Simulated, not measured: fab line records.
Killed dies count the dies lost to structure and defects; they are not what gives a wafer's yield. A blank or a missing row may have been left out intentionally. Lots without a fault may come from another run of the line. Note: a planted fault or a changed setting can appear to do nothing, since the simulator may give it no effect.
fab line records	flow sky130
[record] lots = 5	wafers = 15	last_day = 50
route steps=708 shown PWDE@48 NWELL@56 PAD_OPEN@708
lots untouched by any fault: they come from a run of this same line in which no faults occurred
start_h: start of the lot's first displayed wafer, in hours after the record's first day	wait_h: hours from the lot's prior step to this one	" the same as in the row above	L1.1+2: a row that stands for several wafers	- value missing, or start not given	* or withheld: withheld	< > ~ a bound
route shown NAME@n: NAME is a module with steps in the file, n the number in the route of the first one	usual: the fault-free wafers' mean and standard deviation	same: alike in all rows	chamber/n: place in a boat	sites: the reading at each site	_std_site: standard deviation of those values	_edge_site: mean of outer sites minus mean of inner sites	radius_mm: for every site, how far away it sits from the centre of the wafer	mask NAME#n: copy n	behind: the most recent tool/chamber to have shaped the wafer	hold: why the lot went on hold/how many hours it stayed there/how the hold came to an end	device: the n, p or np transistor that did not switch	end of line: the tests these same wafers got at the end of their route	where a step has no rows: the recipe by itself	killed: at the first sort, the dies lost to defects and structure; wafer yield is something else	map: a wafer's dies, x killed, . not, _ none there
set.NAME: setting as actually run; set.NAME@STEP: the setting as run at that earlier step	model.NAME: the simulator's own value behind a step, which no gauge read
lots seen at some steps along the route; tables by step, rows by wafer
services: the hour from which a tool's chamber was out of use, counted from the record's first day as start_h (under 0 if before that day), plus the number of hours and why
[[steps]]
[step SKY_PWDE_SOFTBAKE_03]
[recipe] temp_c = 110	time_s = withheld
[step SKY_PWDE_EXPOSE_04]
[recipe] mask_id = PWDEM	na = 0.6	source_shape = conventional	sigma_outer = 0.6	polarization = unpolarized	target_cd_nm = 840	dose_mj = 214
[step SKY_PWDE_PEB_05]
[recipe] temp_c = 115	time_s = withheld
[step SKY_PWDE_DEVELOP_06]
[recipe] wall_angle_deg = 90	developer = TMAH	develop_time_s = 60	dev_temp_c = 23
[step SKY_PWDE_OVL_MEAS_07]
[usual] PWDE_OVL = 0.6/1.4
lot.wafer	tool	chamber	start_h	wait_h	PWDE_OVL[nm]
L361.3	overlay-02	-	68.61	-	-0.2
L361.4	"	-	"	"	-0.2
L361.5	"	-	"	"	0.6
L364.3	overlay-01	-	87.00	-	-0.9
L364.4	"	-	"	"	0.2
L364.5	"	-	"	"	-0.8
L372.4	overlay-02	-	133.85	-	0.7
L372.5	"	-	"	"	0.8
L372.6	"	-	"	"	0.0
L376.1	overlay-02	-	158.82	-	-0.3
L376.3	"	-	"	"	0.6
L376.4	"	-	"	"	0.2
L383.1	overlay-01	-	190.99	-	0.3
L383.3	"	-	"	"	0.3
L383.5	"	-	"	"	0.1
[step SKY_PWDE_IMPLANT_08]
[recipe] species = B	energy_kev = 150	dose_cm2 = 3.534e+12	tilt_deg = withheld
[step SKY_PWDE_STRIP_09]
[recipe] chemistry = O2/N2	power_w = 1400	pressure_mtorr = 1500	platen_temp_c = withheld	o2_flow_sccm = 3000	n2_flow_sccm = 300	overash_fraction = 0.5
[usual] drypump_motor_current_A = 5.6/0.33	oes_product_au = 0.723/0.0041	strip_time_to_endpoint_s = 36.91/0.087
lot.wafer	tool	chamber	start_h	wait_h	drypump_motor_current_A	oes_product_au	rf_hours_counter_h	strip_time_to_endpoint_s
L361.3	plasma_asher-03	0	68.81	0.1	5.7	0.719	-	36.94
L361.4	"	1	"	"	6.1	0.722	-	36.80
L361.5	"	0	"	"	5.7	0.718	-	37.00
L364.3	plasma_asher-01	1	87.21	0.1	5.2	0.722	-	36.83
L364.4	"	0	"	"	5.6	0.716	-	36.79
L364.5	"	1	"	"	5.2	0.720	-	36.85
L372.4	plasma_asher-02	0	134.06	0.1	5.1	0.722	-	37.02
L372.5	"	0	"	"	5.1	0.719	-	36.98
L372.6	"	1	"	"	5.9	0.728	-	36.98
L376.1	plasma_asher-02	0	159.00	0.1	5.1	0.721	46	36.91
L376.3	"	0	"	"	5.1	0.720	-	36.91
L376.4	"	1	"	"	5.9	0.724	-	36.92
L383.1	plasma_asher-01	1	191.17	0.1	5.2	0.722	48	36.82
L383.3	"	0	"	"	5.6	0.725	-	36.77
L383.5	"	1	"	"	5.2	0.728	-	36.87
[step SKY_PWDE_TW_MEAS_10]
[usual] PWDE_TW = 370.2/2.6
lot.wafer	tool	chamber	start_h	wait_h	PWDE_TW
L361.3	film_metro-03	-	68.90	0.1	366.4
L361.4	"	-	"	"	368.5
L361.5	"	-	"	"	365.7
L364.3	film_metro-03	-	87.29	0.1	367.4
L364.4	"	-	"	"	367.1
L364.5	"	-	"	"	368.8
L372.4	film_metro-01	-	134.15	0.1	370.5
L372.5	"	-	"	"	369.2
L372.6	"	-	"	"	371.1
L376.1	film_metro-03	-	159.10	0.1	368.0
L376.3	"	-	"	"	365.3
L376.4	"	-	"	"	368.4
L383.1	film_metro-02	-	191.27	0.1	373.5
L383.3	"	-	"	"	374.0
L383.5	"	-	"	"	374.9
[step SKY_NWELL_DEHYDRATE_03]
[recipe] temp_c = 200	time_s = 60
[step SKY_NWELL_HMDS_04]
[recipe] prime_time_s = 60	prime_temp_c = 120
[step SKY_NWELL_COAT_05]
[recipe] spin_rpm = 2000	resist_thk_nm = 3000
[step SKY_NWELL_SOFTBAKE_06]
[recipe] temp_c = 110	time_s = withheld
[step SKY_NWELL_EXPOSE_07]
[recipe] mask_id = NWM	na = 0.6	source_shape = conventional	sigma_outer = 0.6	polarization = unpolarized	target_cd_nm = 840	dose_mj = 255
[usual] exposure_dose_mJ_cm2 = 255.07/0.23	stage_vel_mm_s = 500.00/0.28
[same] na = 0.6
lot.wafer	tool	chamber	start_h	wait_h	mask	exposure_dose_mJ_cm2	stage_vel_mm_s
L361.3	iline_stepper-02	0	78.31	-	NWM#0	255.42	500.03
L361.4	"	0	"	"	NWM#0	254.83	499.86
L361.5	"	0	"	"	NWM#0	254.98	499.58
L364.3	iline_stepper-01	0	96.82	-	NWM#0	254.92	500.04
L364.4	"	0	"	"	NWM#0	255.04	499.91
L364.5	"	0	"	"	NWM#0	254.90	500.04
L372.4	iline_stepper-02	0	143.64	-	NWM_R1#0	255.19	499.99
L372.5	"	0	"	"	NWM_R1#0	255.38	499.91
L372.6	"	0	"	"	NWM_R1#0	255.30	500.24
L376.1	iline_stepper-01	0	169.27	-	NWM#0	255.14	500.69
L376.3	"	0	"	"	NWM#0	255.38	500.28
L376.4	"	0	"	"	NWM#0	255.39	500.44
L383.1	iline_stepper-01	0	202.24	-	NWM#0	254.72	500.07
L383.3	"	0	"	"	NWM#0	254.71	500.25
L383.5	"	0	"	"	NWM#0	254.10	500.12
[step SKY_NWELL_PEB_08]
[recipe] temp_c = 115	time_s = withheld
[step SKY_PAD_OPEN_PROBE_99]
[usual] killed_at_M0_to_M3 = 44/7.3	killed_at_M4_up = 3.3/1.8	killed_at_contacts = 24/5.3	killed_at_front_end = 16/5	killed_at_other = 0.2/0.51	killed_dies = 87/10	killed_open = 47/7.5	killed_short = 40/6.3
[same] gross_dies = 492	killed_at_back_side = 0
lot.wafer	tool	chamber	start_h	wait_h	killed_at_M0_to_M3	killed_at_M4_up	killed_at_contacts	killed_at_front_end	killed_at_other	killed_dies	killed_open	killed_short	model.etest.res_nwell.width_nm	model.etest.res_iso_pwell.width_nm
L364.3	prober-01	-	1099.35	0.2	53	5	26	15	0	99	53	46	835.3	2640
L364.4	prober-01	-	1099.40	0.2	48	1	26	18	2	95	59	36	836.5	2657
L364.5	prober-01	-	1099.45	0.2	33	4	18	19	0	74	41	33	835.4	2656
L372.4	prober-01	-	1147.61	0.2	44	4	40	17	0	105	55	50	781.3	2676
L372.5	prober-01	-	1147.66	0.2	33	5	28	12	2	80	38	42	788.8	2666
L372.6	prober-01	-	1147.71	0.2	38	2	27	20	0	87	38	49	790.1	2682
L376.1	prober-01	-	1175.22	0.1	36	5	22	12	0	75	32	43	839.8	2643
L376.3	prober-01	-	1175.32	0.2	47	7	21	9	0	84	43	41	847.7	2637
L376.4	prober-01	-	1175.37	0.2	48	2	26	10	0	86	52	34	839.6	2640
L383.1	prober-02	-	1200.56	0.1	57	4	24	22	0	107	56	51	837.3	2656
L383.3	prober-02	-	1200.66	0.2	56	3	20	15	0	94	46	48	836.3	2648
L383.5	prober-02	-	1200.76	0.2	66	4	28	20	0	118	62	56	842	2644
// killed by level:class
L364.3 CONTACT:geometric_particle:open=12 VIA2:geometric_particle:open=11 VIA1:geometric_particle:open=11 METAL1:geometric_particle:short=7 VIA3:geometric_particle:short=6 POLY_GATE:geometric_particle:short=4 LI_CONTACT:geometric_particle:short=4 METAL2:geometric_particle:short=4
L364.4 VIA1:geometric_particle:open=13 CONTACT:geometric_particle:open=11 LI_CONTACT:geometric_particle:open=8 POLY_GATE:geometric_particle:open=7 VIA2:geometric_particle:short=5 METAL2:geometric_particle:short=5 VIA3:geometric_particle:open=5 FIELD_ISO:geometric_particle:open=4
L364.5 CONTACT:geometric_particle:open=8 METAL1:geometric_particle:short=6 FIELD_ISO:geometric_particle:open=5 VIA1:geometric_particle:open=5 VIA3:geometric_particle:open=5 VIA2:geometric_particle:short=4 POLY_GATE:geometric_particle:short=3 SPACER:geometric_particle:open=3
L372.4 LI_CONTACT:geometric_particle:open=13 CONTACT:geometric_particle:open=9 CONTACT:geometric_particle:short=7 METAL1:geometric_particle:short=7 METAL2:geometric_particle:open=6 FIELD_ISO:geometric_particle:open=5 VIA2:geometric_particle:open=5 LOCAL_INTERCONNECT:geometric_particle:short=5
L372.5 CONTACT:geometric_particle:open=8 LI_CONTACT:geometric_particle:open=8 VIA1:geometric_particle:open=7 LOCAL_INTERCONNECT:geometric_particle:short=7 VIA3:geometric_particle:open=6 FIELD_ISO:geometric_particle:short=5 METAL1:geometric_particle:short=5 METAL2:geometric_particle:short=5
L372.6 LI_CONTACT:geometric_particle:open=8 FIELD_ISO:geometric_particle:open=7 LOCAL_INTERCONNECT:geometric_particle:short=7 METAL2:geometric_particle:short=7 VIA1:geometric_particle:open=6 VIA2:geometric_particle:open=5 POLY_GATE:geometric_particle:short=5 CONTACT:geometric_particle:short=5
L376.1 METAL2:geometric_particle:short=10 CONTACT:geometric_particle:short=7 METAL1:geometric_particle:short=7 CONTACT:geometric_particle:open=6 LI_CONTACT:geometric_particle:open=5 VIA2:geometric_particle:open=5 VIA3:geometric_particle:open=5 FIELD_ISO:geometric_particle:short=3
L376.3 VIA1:geometric_particle:open=11 METAL1:geometric_particle:short=9 LI_CONTACT:geometric_particle:open=8 CONTACT:geometric_particle:open=8 VIA1:geometric_particle:short=7 VIA3:geometric_particle:open=7 METAL4:geometric_particle:short=5 FIELD_ISO:geometric_particle:short=4
L376.4 VIA1:geometric_particle:open=10 VIA3:geometric_particle:open=10 LI_CONTACT:geometric_particle:open=9 VIA1:geometric_particle:short=9 VIA2:geometric_particle:open=7 CONTACT:geometric_particle:open=5 POLY_GATE:geometric_particle:open=4 LI_CONTACT:geometric_particle:short=3
L383.1 VIA1:geometric_particle:open=10 VIA2:geometric_particle:open=9 CONTACT:geometric_particle:open=8 VIA1:geometric_particle:short=7 METAL2:geometric_particle:short=7 VIA3:geometric_particle:open=7 FIELD_ISO:geometric_particle:short=6 LI_CONTACT:geometric_particle:open=6
L383.3 VIA1:geometric_particle:open=10 FIELD_ISO:geometric_particle:short=9 VIA1:geometric_particle:short=9 VIA3:geometric_particle:open=9 VIA2:geometric_particle:open=8 CONTACT:geometric_particle:open=7 VIA2:geometric_particle:short=7 METAL2:geometric_particle:short=5
L383.5 VIA1:geometric_particle:open=15 METAL2:geometric_particle:short=13 METAL1:geometric_particle:short=9 VIA2:geometric_particle:open=9 LI_CONTACT:geometric_particle:open=7 CONTACT:geometric_particle:open=7 CONTACT:geometric_particle:short=7 VIA3:geometric_particle:open=6
[[services]]
tool	chamber	start_h	hours	kind
plasma_asher-02	-	53.30	5.4	repair
iline_stepper-01	-	72.34	7.9	repair
plasma_asher-03	-	104.93	4.3	pm
plasma_asher-03	-	109.26	9.0	pm
plasma_asher-03	0	109.26	9.0	vent_cycle
plasma_asher-03	1	109.26	9.0	vent_cycle
plasma_asher-03	0	118.26	-	clean
plasma_asher-03	1	118.26	-	clean
plasma_asher-02	-	123.66	3.7	repair
iline_stepper-01	-	125.92	1.7	pm
iline_stepper-02	-	131.92	4.4	pm
plasma_asher-01	-	145.38	26.5	repair
plasma_asher-03	-	161.29	8.1	repair
plasma_asher-02	-	197.02	3.7	repair
[[key]]
[first_sign] step = SKY_NWELL_EXPOSE_07	reading = mask	direction = changed
effect none on later readings
[model_effect] step = SKY_PAD_OPEN_PROBE_99	value = etest.res_nwell.width_nm	without = 828.6	struck = 786.7
met_at SKY_NWELL_EXPOSE_07
struck_wafers L372.4,L372.5,L372.6
tester_left_out L372
onset_between 78.31 143.64
[fault] kind = wrong_mask	tool = any	chamber = -	onset_h = 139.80	steps = SKY_NWELL_EXPOSE_07	aux_copy = NWM_R1#0	cd_offset_nm = -42	scope = struck_lots_only
// tester_left_out: of these lots the tester's yield and bins aren't shown, on N5 and GAA mostly nor the transistor test; their killed dies are dies lost to structure and defects alone, not to doping, threshold or leakage, so they don't give the yield
